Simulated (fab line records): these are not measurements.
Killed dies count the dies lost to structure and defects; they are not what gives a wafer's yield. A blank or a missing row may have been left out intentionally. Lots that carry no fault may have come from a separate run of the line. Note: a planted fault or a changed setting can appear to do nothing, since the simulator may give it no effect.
Matching of chambers    flow gf180mcu    cmp-02 running GF_V3_CMP_26: 4 sister chambers
The step polishes, stops on SiO2, t overpolish 15 s, target thk 0 nm. 4 wafers are shown with their chamber, then 8 later ones without.

WAFERS PAIRED WITH THEIR CHAMBERS
wafer   chamber  motorCurrentA (A)
L826.4  0        10.5
L828.1  1        11.2
L828.6  3        13.4
L832.3  2        11.4

WAFERS WITHOUT THEIR CHAMBER
wafer   motorCurrentA (A)
L832.4  11.6
L832.5  11.2
L839.3  10.5
L839.5  10.7
L839.6  10.9
L838.2  13.0
L838.3  11.5
L838.4  11.7

WHICH CHAMBER EACH ONE RAN IN
wafer   from the rows above           in truth
L832.4  can't be placed: 2 or 1       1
L832.5  can't be placed: 1 or 2       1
L839.3  0                             0
L839.5  can't be placed: 0 or 1       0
L839.6  can't be placed: 1 or 0 or 2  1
L838.2  3                             3
L838.3  can't be placed: 2 or 1       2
L838.4  can't be placed: 2 or 1       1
Correctly placed: 2 of 8. Unplaceable from these rows: 6, with the true chamber sitting among the candidates in 6. Number placed wrongly: 0.
How it was worked out, from the rows above alone: a wafer's distance from a chamber is the root of the sum, over the readings, of the square of ((its reading less the chamber's mean) divided by the reading's scatter). The wafer belongs to the nearest chamber; if the next one is less than 2 further off, it can't be placed. The mean given for a chamber averages the wafers shown for that chamber. The scatter (one wafer shown for each chamber): square how far every hidden wafer sits from the nearest shown wafer, average those squares and take the square root.
